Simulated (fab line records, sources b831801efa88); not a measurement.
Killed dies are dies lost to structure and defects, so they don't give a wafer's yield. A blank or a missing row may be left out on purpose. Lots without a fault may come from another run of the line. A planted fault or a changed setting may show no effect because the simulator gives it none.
fab line records | flow gf180mcu | part 1 of 2: steps 1 to 29 of 41
record lots=5 wafers=15 last_day=33
route steps=602 shown POLY_GATE@157 HV_LDD@176
lots that met no fault: from a run of the same line without faults
start_h: hours from the record's first day to the start of the lot's first wafer shown | wait_h: hours since the lot's step before | " the same as in the row above | L1.1+2: a row that stands for several wafers | - no value, or no start given | * or withheld: withheld | < > ~ a bound
route shown NAME@n: a module of which the file shows steps, and the number in the route of the first | usual: mean/standard deviation of fault-free wafers | same: alike in all rows | chamber/n: place in a boat | sites: the reading at each site | _std_site: their standard deviation | _edge_site: outer sites' mean less inner sites' | radius_mm: how far each site lies from the wafer's centre | mask NAME#n: copy n | behind: the tool/chamber that last shaped the wafer | hold: why the lot was held/for how many hours/how that ended | device: the transistor (n, p or np) that didn't switch | end of line: the same wafers' tests at the end of the route | a step without rows: its recipe alone | killed: dies lost to structure and defects at the first sort, not the wafer's yield | map: a wafer's dies, x killed, . not, _ none there
set.NAME: the setting as run; set.NAME@STEP: as run at that earlier step | model.NAME: the simulator's own value behind a step, which no gauge read
lots at some steps of the route; a table a step, a row a wafer
services: from which hour (start_h, from the record's first day; less than 0 if before it) a tool's chamber was out of use, for how many hours, and why
## steps
# step GF_POLY_GATE_CVD_00
# recipe material=poly-Si target_thk_nm=200 temp_c=620 time_s=1200 pressure_mtorr=200
# usual zone_power_centre_pct=8.8/1
# columns lot.wafer tool chamber start_h wait_h zone_power_centre_pct
L081.3 lpcvd-02 0 234.75 0.0 7.3
L081.4 " 0 " " 7.4
L081.5 " 0 " " 7.6
L083.3 lpcvd-02 1 247.55 0.0 9.4
L083.4 " 1 " " 9.3
L083.5 " 1 " " 9.3
L086.3 lpcvd-02 0 266.57 0.0 7.4
L086.5 " 0 " " 7.6
L086.6 " 0 " " 7.4
L087.2 lpcvd-02 1 273.07 0.0 9.3
L087.4 " 1 " " 9.3
L087.6 " 1 " " 9.4
L091.3 lpcvd-01 0 302.01 0.0 9.8
L091.4 " 0 " " 9.9
L091.6 " 0 " " 9.8
# step GF_POLY_GATE_THK_MEAS_01
# recipe reads=poly-Si_of_POLY_GATE_CVD_00
# usual POLY_GATE_CVD_00_THK=200.5/2.1
# columns lot.wafer tool chamber start_h wait_h POLY_GATE_CVD_00_THK[nm]
L081.3 film_metro-04 - 236.10 0.0 202.2
L081.4 " - " " 200.2
L081.5 " - " " 200.9
L083.3 film_metro-04 - 249.57 0.0 202.8
L083.4 " - " " 202.3
L083.5 " - " " 202.5
L086.3 film_metro-04 - 268.59 0.0 203.8
L086.5 " - " " 202.7
L086.6 " - " " 202.7
L087.2 film_metro-03 - 274.41 0.0 202.1
L087.4 " - " " 202.4
L087.6 " - " " 201.5
L091.3 film_metro-04 - 303.36 0.0 195.3
L091.4 " - " " 197.3
L091.6 " - " " 196.3
# step GF_POLY_GATE_DEHYDRATE_02
# recipe temp_c=200 time_s=60
# columns lot.wafer tool chamber start_h wait_h
L081.3+4+5 litho_track-02 0 244.85 8.7
L083.3+4+5 litho_track-04 0 258.20 8.6
L086.3+5+6 litho_track-04 0 277.65 9.0
L087.2+4+6 litho_track-04 0 283.47 9.0
L091.3+4+6 litho_track-04 0 312.80 9.4
# step GF_POLY_GATE_HMDS_03
# recipe prime_time_s=60 prime_temp_c=120
# usual prime_temp_c=119.99/0.15
# columns lot.wafer tool chamber start_h wait_h prime_temp_c
L081.3 litho_track-02 0 245.00 0.1 120.25
L081.4 " 0 " " 119.95
L081.5 " 0 " " 119.85
L083.3 litho_track-04 0 258.35 0.1 119.90
L083.4 " 0 " " 119.83
L083.5 " 0 " " 119.75
L086.3 litho_track-04 0 277.80 0.1 119.98
L086.5 " 0 " " 119.98
L086.6 " 0 " " 119.95
L087.2 litho_track-04 0 283.62 0.1 120.24
L087.4 " 0 " " 120.13
L087.6 " 0 " " 120.17
L091.3 litho_track-04 0 312.95 0.1 120.13
L091.4 " 0 " " 120.07
L091.6 " 0 " " 120.33
# step GF_POLY_GATE_COAT_04
# recipe resist=BARC temp_c=withheld time_s=withheld spin_rpm=withheld resist_thk_nm=withheld
# usual dispense_pressure_kPa=56.6/0.7
# columns lot.wafer tool chamber start_h wait_h dispense_pressure_kPa
L081.3 litho_track-02 0 245.15 0.1 57.9
L081.4 " 0 " " 57.9
L081.5 " 0 " " 57.9
L083.3 litho_track-04 0 258.50 0.1 56.4
L083.4 " 0 " " 56.4
L083.5 " 0 " " 56.4
L086.3 litho_track-04 0 277.95 0.1 56.4
L086.5 " 0 " " 56.4
L086.6 " 0 " " 56.4
L087.2 litho_track-04 0 283.77 0.1 56.4
L087.4 " 0 " " 56.4
L087.6 " 0 " " 56.3
L091.3 litho_track-04 0 313.10 0.1 56.4
L091.4 " 0 " " 56.4
L091.6 " 0 " " 56.4
# step GF_POLY_GATE_COAT_05
# recipe resist=KrF spin_rpm=withheld resist_thk_nm=700
# usual dispense_pressure_kPa=56.6/0.7
# columns lot.wafer tool chamber start_h wait_h dispense_pressure_kPa
L081.3 litho_track-02 0 - - 57.9
L081.4 " 0 " " 57.9
L081.5 " 0 " " 57.9
L083.3 litho_track-04 0 - - 56.4
L083.4 " 0 " " 56.4
L083.5 " 0 " " 56.4
L086.3 litho_track-04 0 - - 56.4
L086.5 " 0 " " 56.4
L086.6 " 0 " " 56.4
L087.2 litho_track-04 0 - - 56.4
L087.4 " 0 " " 56.4
L087.6 " 0 " " 56.5
L091.3 litho_track-04 0 - - 56.4
L091.4 " 0 " " 56.4
L091.6 " 0 " " 56.4
# step GF_POLY_GATE_SOFTBAKE_06
# recipe temp_c=130 time_s=60 resist=KrF
# columns lot.wafer tool chamber start_h wait_h
L081.3+4+5 litho_track-02 0 - -
L083.3+4+5 litho_track-04 0 - -
L086.3+5+6 litho_track-04 0 - -
L087.2+4+6 litho_track-04 0 - -
L091.3+4+6 litho_track-04 0 - -
# step GF_POLY_GATE_EXPOSE_07
# recipe mask_id=Poly2 target_cd_nm=280 na=0.68 source_shape=conventional sigma_outer=0.6 dose_mj=28
# columns lot.wafer tool chamber start_h wait_h mask
L081.3+4+5 krf_scanner-01 0 - - Poly2#0
L083.3+4+5 krf_scanner-02 0 - - Poly2#0
L086.3+5+6 krf_scanner-01 0 - - Poly2#0
L087.2+4+6 krf_scanner-02 0 - - Poly2#0
L091.3+4+6 krf_scanner-02 0 - - Poly2#0
# step GF_POLY_GATE_PEB_08
# recipe peb_temp_c=135 peb_time_s=90 resist=KrF
# columns lot.wafer tool chamber start_h wait_h
L081.3+4+5 litho_track-04 0 - -
L083.3+4+5 litho_track-02 0 - -
L086.3+5+6 litho_track-04 0 - -
L087.2+4+6 litho_track-04 0 - -
L091.3+4+6 litho_track-02 0 - -
# step GF_POLY_GATE_DEVELOP_09
# recipe develop_time_s=60 resist=KrF dev_temp_c=21
# columns lot.wafer tool chamber start_h wait_h
L081.3+4+5 litho_track-04 0 254.80 0.1
L083.3+4+5 litho_track-02 0 268.75 0.1
L086.3+5+6 litho_track-04 0 288.30 0.1
L087.2+4+6 litho_track-04 0 293.97 0.2
L091.3+4+6 litho_track-02 0 323.90 0.1
# step GF_POLY_GATE_CD_MEAS_10
# recipe target_cd_nm=280
# usual cd_nm=280.0/1.4
# columns lot.wafer tool chamber start_h wait_h cd_nm
L081.3 cd_sem-01 - 254.94 0.1 278.2
L081.4 " - " " 279.2
L081.5 " - " " 277.7
L083.3 cd_sem-01 - 268.89 0.1 281.1
L083.4 " - " " 281.5
L083.5 " - " " 280.2
L086.3 cd_sem-02 - 288.44 0.1 280.6
L086.5 " - " " 279.3
L086.6 " - " " 279.7
L087.2 cd_sem-01 - 294.12 0.1 278.5
L087.4 " - " " 279.2
L087.6 " - " " 280.2
L091.3 cd_sem-01 - 324.04 0.1 278.2
L091.4 " - " " 277.8
L091.6 " - " " 278.4
# step GF_POLY_GATE_OVL_MEAS_11
# usual POLY_GATE_OVL=1/5.5
# columns lot.wafer tool chamber start_h wait_h POLY_GATE_OVL[nm]
L081.3 overlay-01 - 255.03 0.1 2
L081.4 " - " " 6
L081.5 " - " " 4
L083.3 overlay-01 - 268.98 0.1 8
L083.4 " - " " -4
L083.5 " - " " 7
L086.3 overlay-01 - 288.53 0.1 3
L086.5 " - " " 2
L086.6 " - " " 6
L087.2 overlay-02 - 294.22 0.1 -8
L087.4 " - " " -7
L087.6 " - " " -2
L091.3 overlay-02 - 324.13 0.1 -8
L091.4 " - " " 7
L091.6 " - " " -2
# step GF_POLY_GATE_ETCH_12
# recipe chemistry=N2/H2 target_depth_a=withheld overetch_a=withheld time_s=withheld target=BARC ion_energy_ev=200 source_w=500 bias_w=100 pressure_mtorr=30 n2_flow_sccm=100 h2_flow_sccm=200
# usual bias_w=100.01/0.29 drypump_motor_current_A=5.6/0.44 oes_product_au=0.735/0.0051 throttle_valve_pct=13.213/0.0091
# columns lot.wafer tool chamber start_h wait_h bias_w drypump_motor_current_A oes_product_au throttle_valve_pct
L081.3 rie_diel-01 0 255.05 0.0 99.42 5.3 0.744 13.220
L081.4 " 3 " " 100.24 5.2 0.744 13.206
L081.5 " 1 " " 100.16 5.4 0.741 13.210
L083.3 rie_diel-01 1 269.01 0.0 99.65 5.5 0.727 13.198
L083.4 " 3 " " 100.03 5.2 0.739 13.210
L083.5 " 2 " " 99.51 6.0 0.734 13.206
L086.3 rie_diel-04 3 288.55 0.0 99.98 6.5 0.733 13.235
L086.5 " 2 " " 100.25 5.8 0.735 13.200
L086.6 " 1 " " 99.70 5.7 0.734 13.223
L087.2 rie_diel-04 1 294.25 0.0 99.93 5.7 0.737 13.219
L087.4 " 3 " " 99.48 6.5 0.738 13.212
L087.6 " 3 " " 99.73 6.5 0.731 13.213
L091.3 rie_diel-01 3 324.16 0.0 99.96 5.2 0.731 13.219
L091.4 " 0 " " 99.61 5.2 0.732 13.220
L091.6 " 0 " " 99.91 5.2 0.728 13.207
# step GF_POLY_GATE_ETCH_13
# recipe target=poly-Si target_depth_nm=198.5 stop_on=SiO2 over_etch_frac=0.403 chemistry=HBr/Cl2 icp_w=400 bias_w=100 pressure_mtorr=10 HBr_flow_sccm=150 Cl2_flow_sccm=50 time_s=69.6
# usual bias_w=100.0/0.31 drypump_motor_current_A=5.6/0.41 oes_product_au=0.987/0.013 throttle_valve_pct=33.684/0.0086
# columns lot.wafer tool chamber start_h wait_h bias_w drypump_motor_current_A oes_product_au rf_hours_counter_h throttle_valve_pct
L081.3 rie_si-02 1 255.10 - 99.7 5.3 0.969 98 33.680
L081.4 " 1 " " 100.4 5.3 0.975 - 33.693
L081.5 " 0 " " 99.9 4.9 0.992 - 33.692
L083.3 rie_si-02 3 269.06 - 99.5 6.0 1.004 0 33.686
L083.4 " 0 " " 100.1 4.9 0.996 1 33.693
L083.5 " 3 " " 100.0 6.0 1.006 - 33.683
L086.3 rie_si-02 3 288.60 - 100.2 6.0 1.003 0 33.685
L086.5 " 3 " " 99.9 6.0 1.000 - 33.683
L086.6 " 0 " " 100.2 5.0 0.982 - 33.677
L087.2 rie_si-01 0 294.30 - 100.0 5.9 1.001 68 33.684
L087.4 " 1 " " 100.1 5.7 1.011 0 33.672
L087.6 " 1 " " 100.1 5.7 1.008 - 33.676
L091.3 rie_si-01 3 324.21 - 99.8 6.2 0.986 18 33.678
L091.4 " 2 " " 100.1 5.1 0.982 19 33.683
L091.6 " 3 " " 100.1 6.2 0.985 - 33.681
# step GF_POLY_GATE_STRIP_14
# recipe chemistry=O2/N2 power_w=1400 pressure_mtorr=1500 platen_temp_c=250 o2_flow_sccm=3000 n2_flow_sccm=300 overash_fraction=0.5
# usual drypump_motor_current_A=5.9/0.52 heater_power_w=347/59 o2_flow_sccm=3001/8 oes_product_au=0.505/0.0044
# columns lot.wafer tool chamber start_h wait_h drypump_motor_current_A heater_power_w o2_flow_sccm oes_product_au rf_hours_counter_h
L081.3 plasma_asher-01 0 255.19 0.1 5.0 361 3003 0.510 -
L081.4 " 1 " " 5.4 394 3009 0.502 -
L081.5 " 1 " " 5.4 390 3000 0.507 -
L083.3 plasma_asher-01 0 269.15 0.1 5.0 365 2991 0.510 -
L083.4 " 1 " " 5.4 381 3003 0.501 -
L083.5 " 1 " " 5.4 383 3006 0.499 -
L086.3 plasma_asher-01 1 288.69 0.1 5.4 390 2990 0.508 -
L086.5 " 1 " " 5.4 398 3005 0.496 -
L086.6 " 0 " " 5.0 358 2999 0.501 -
L087.2 plasma_asher-01 0 294.36 0.0 5.0 353 3000 0.505 51
L087.4 " 1 " " 5.4 383 2996 0.505 -
L087.6 " 1 " " 5.4 392 3008 0.502 -
L091.3 plasma_asher-03 1 324.30 0.1 6.2 240 3023 0.493 -
L091.4 " 0 " " 6.3 379 3012 0.502 -
L091.6 " 0 " " 6.3 385 3001 0.507 -
# step GF_POLY_GATE_CLEAN_15
# recipe chemistry=SC1/SC2 mix=1:4:20 temp_c=70 time_s=150 dry=n2_spin
# columns lot.wafer tool chamber start_h wait_h
L081.3+4+5 wet_bench-02 0 255.26 0.0
L083.3+4+5 wet_bench-02 3 269.21 0.0
L086.3+5+6 wet_bench-01 1 288.76 0.0
L087.2+4+6 wet_bench-01 3 294.46 0.1
L091.3+4+6 wet_bench-01 2 324.36 0.0
# step GF_POLY_GATE_OXIDATION_16
# recipe temp_c=850 ambient=O2 stabilise_s=600 purge_s=300 target_thk_a=40 ox_time_s=899
# usual ox_temp_c_max=853.0/0.63 zone_power_centre_pct=17.3/0.75
# same ox_time_s=899
# columns lot.wafer tool chamber start_h wait_h ox_temp_c_max zone_power_centre_pct
L081.3 furnace-01 0 256.40 1.1 853.4 16.8
L081.4 " 0 " " 853.0 16.8
L081.5 " 0 " " 853.3 16.7
L083.3 furnace-01 0 269.26 0.0 853.2 16.9
L083.4 " 0 " " 853.1 17.0
L083.5 " 0 " " 853.1 16.8
L086.3 furnace-01 0 288.81 0.0 854.1 16.6
L086.5 " 0 " " 853.8 16.6
L086.6 " 0 " " 853.4 16.7
L087.2 furnace-01 0 294.51 0.0 852.8 16.8
L087.4 " 0 " " 853.7 16.8
L087.6 " 0 " " 854.1 17.0
L091.3 furnace-01 0 324.41 0.0 853.7 16.9
L091.4 " 0 " " 852.8 16.9
L091.6 " 0 " " 853.4 16.5
# step GF_POLY_GATE_THK_MEAS_17
# recipe reads=SiO2_of_POLY_GATE_OXIDATION_16
# usual POLY_GATE_OXIDATION_THK=4.02/0.068
# columns lot.wafer tool chamber start_h wait_h POLY_GATE_OXIDATION_THK[nm]
L081.3 film_metro-03 - 257.67 0.0 3.99
L081.4 " - " " 3.96
L081.5 " - " " 4.09
L083.3 film_metro-01 - 270.53 0.0 3.97
L083.4 " - " " 4.07
L083.5 " - " " 3.99
L086.3 film_metro-04 - 290.08 0.0 4.03
L086.5 " - " " 3.99
L086.6 " - " " 4.06
L087.2 film_metro-04 - 295.77 0.0 4.10
L087.4 " - " " 4.04
L087.6 " - " " 3.99
L091.3 film_metro-04 - 325.68 0.0 4.06
L091.4 " - " " 4.10
L091.6 " - " " 4.06
# step GF_POLY_GATE_CD_MEAS_18
# usual cd_nm=280.4/1.9
# columns lot.wafer tool chamber start_h wait_h cd_nm
L081.3 cd_sem-02 - 257.76 0.1 279.2
L081.4 " - " " 279.2
L081.5 " - " " 277.1
L083.3 cd_sem-02 - 270.63 0.1 280.1
L083.4 " - " " 282.3
L083.5 " - " " 282.7
L086.3 cd_sem-02 - 290.17 0.1 280.1
L086.5 " - " " 278.9
L086.6 " - " " 279.7
L087.2 cd_sem-02 - 295.85 0.1 279.8
L087.4 " - " " 278.4
L087.6 " - " " 279.6
L091.3 cd_sem-02 - 325.78 0.1 280.4
L091.4 " - " " 278.1
L091.6 " - " " 277.7
# step GF_HV_LDD_DEHYDRATE_00
# recipe temp_c=200 time_s=60
# columns lot.wafer tool chamber start_h wait_h
L081.3+4+5 litho_track-01 0 267.01 9.2
L083.3+4+5 litho_track-03 0 279.84 9.2
L086.3+5+6 litho_track-01 0 299.86 9.7
L087.2+4+6 litho_track-02 0 305.38 9.5
L091.3+4+6 litho_track-01 0 335.66 9.8
# step GF_HV_LDD_HMDS_01
# recipe prime_time_s=60 prime_temp_c=120
# usual prime_temp_c=120.00/0.14
# columns lot.wafer tool chamber start_h wait_h prime_temp_c
L081.3 litho_track-01 0 267.16 0.1 120.11
L081.4 " 0 " " 120.06
L081.5 " 0 " " 119.98
L083.3 litho_track-03 0 279.99 0.1 119.95
L083.4 " 0 " " 120.05
L083.5 " 0 " " 120.09
L086.3 litho_track-01 0 300.01 0.1 120.07
L086.5 " 0 " " 120.05
L086.6 " 0 " " 119.98
L087.2 litho_track-02 0 305.53 0.1 120.10
L087.4 " 0 " " 119.89
L087.6 " 0 " " 120.33
L091.3 litho_track-01 0 335.81 0.1 120.15
L091.4 " 0 " " 119.90
L091.6 " 0 " " 119.81
# step GF_HV_LDD_COAT_02
# recipe resist=NOVOLAK spin_rpm=3000 resist_thk_nm=1000
# usual dispense_pressure_kPa=54/4.3
# columns lot.wafer tool chamber start_h wait_h dispense_pressure_kPa
L081.3 litho_track-01 0 267.31 0.1 56
L081.4 " 0 " " 56
L081.5 " 0 " " 56
L083.3 litho_track-03 0 280.14 0.1 47
L083.4 " 0 " " 47
L083.5 " 0 " " 47
L086.3 litho_track-01 0 300.16 0.1 56
L086.5 " 0 " " 56
L086.6 " 0 " " 56
L087.2 litho_track-02 0 305.68 0.1 58
L087.4 " 0 " " 58
L087.6 " 0 " " 58
L091.3 litho_track-01 0 335.96 0.1 56
L091.4 " 0 " " 56
L091.6 " 0 " " 56
# step GF_HV_LDD_SOFTBAKE_03
# recipe temp_c=90 time_s=60 resist=NOVOLAK
# columns lot.wafer tool chamber start_h wait_h
L081.3+4+5 litho_track-01 0 267.46 0.1
L083.3+4+5 litho_track-03 0 280.29 0.1
L086.3+5+6 litho_track-01 0 300.31 0.1
L087.2+4+6 litho_track-02 0 305.83 0.1
L091.3+4+6 litho_track-01 0 336.11 0.1
# step GF_HV_LDD_EXPOSE_04
# recipe mask_id=Nplus_LV_AREA target_cd_nm=400 na=0.6 source_shape=conventional sigma_outer=0.6 dose_mj=140
# columns lot.wafer tool chamber start_h wait_h mask
L081.3+4+5 iline_stepper-01 0 - - Nplus_LV_AREA#0
L083.3+4+5 iline_stepper-02 0 - - Nplus_LV_AREA#0
L086.3+5+6 iline_stepper-01 0 - - Nplus_LV_AREA#0
L087.2+4+6 iline_stepper-01 0 - - Nplus_LV_AREA#0
L091.3+4+6 iline_stepper-01 0 - - Nplus_LV_AREA#0
# step GF_HV_LDD_PEB_05
# recipe temp_c=withheld time_s=* resist=NOVOLAK
# columns lot.wafer tool chamber start_h wait_h
L081.3+4+5 litho_track-03 0 - -
L083.3+4+5 litho_track-01 0 - -
L086.3+5+6 litho_track-01 0 - -
L087.2+4+6 litho_track-01 0 - -
L091.3+4+6 litho_track-03 0 - -
# step GF_HV_LDD_DEVELOP_06
# recipe develop_time_s=60 dev_temp_c=23
# columns lot.wafer tool chamber start_h wait_h
L081.3+4+5 litho_track-03 0 276.59 0.1
L083.3+4+5 litho_track-01 0 290.06 0.1
L086.3+5+6 litho_track-01 0 310.76 0.1
L087.2+4+6 litho_track-01 0 315.83 0.1
L091.3+4+6 litho_track-03 0 346.89 0.1
# step GF_HV_LDD_CD_MEAS_07
# recipe target_cd_nm=400
# usual cd_nm=400.3/2.4
# columns lot.wafer tool chamber start_h wait_h cd_nm
L081.3 cd_sem-02 - 276.73 0.1 399.3
L081.4 " - " " 398.7
L081.5 " - " " 397.2
L083.3 cd_sem-01 - 290.20 0.1 401.8
L083.4 " - " " 401.9
L083.5 " - " " 400.9
L086.3 cd_sem-01 - 310.90 0.1 396.8
L086.5 " - " " 399.6
L086.6 " - " " 398.1
L087.2 cd_sem-02 - 315.98 0.1 396.9
L087.4 " - " " 396.1
L087.6 " - " " 399.5
L091.3 cd_sem-01 - 347.03 0.1 400.4
L091.4 " - " " 399.9
L091.6 " - " " 399.8
# step GF_HV_LDD_OVL_MEAS_08
# usual HV_LDD_OVL=-0.2/1.5
# columns lot.wafer tool chamber start_h wait_h HV_LDD_OVL[nm]
L081.3 overlay-02 - 276.82 0.1 -0.3
L081.4 " - " " -1.4
L081.5 " - " " 0.0
L083.3 overlay-02 - 290.29 0.1 1.4
L083.4 " - " " 0.2
L083.5 " - " " 1.0
L086.3 overlay-01 - 310.99 0.1 1.3
L086.5 " - " " 1.9
L086.6 " - " " 1.7
L087.2 overlay-02 - 316.08 0.1 -1.3
L087.4 " - " " -0.3
L087.6 " - " " 0.6
L091.3 overlay-01 - 347.12 0.1 -1.6
L091.4 " - " " -0.5
L091.6 " - " " -2.5
# step GF_HV_LDD_IMPLANT_09
# recipe species=As energy_kev=40 dose_cm2=1e+14 tilt_deg=7
# usual tilt_deg=7.000/0.016
# columns lot.wafer tool chamber start_h wait_h tilt_deg
L081.3 implanter-02 0 276.89 0.1 6.994
L081.4 " 0 " " 6.986
L081.5 " 0 " " 7.027
L083.3 implanter-03 0 290.36 0.1 7.024
L083.4 " 0 " " 6.995
L083.5 " 0 " " 6.995
L086.3 implanter-03 0 311.06 0.1 7.014
L086.5 " 0 " " 7.011
L086.6 " 0 " " 7.011
L087.2 implanter-04 0 316.14 0.0 7.020
L087.4 " 0 " " 7.016
L087.6 " 0 " " 7.009
L091.3 implanter-03 0 347.19 0.1 7.019
L091.4 " 0 " " 7.012
L091.6 " 0 " " 7.000
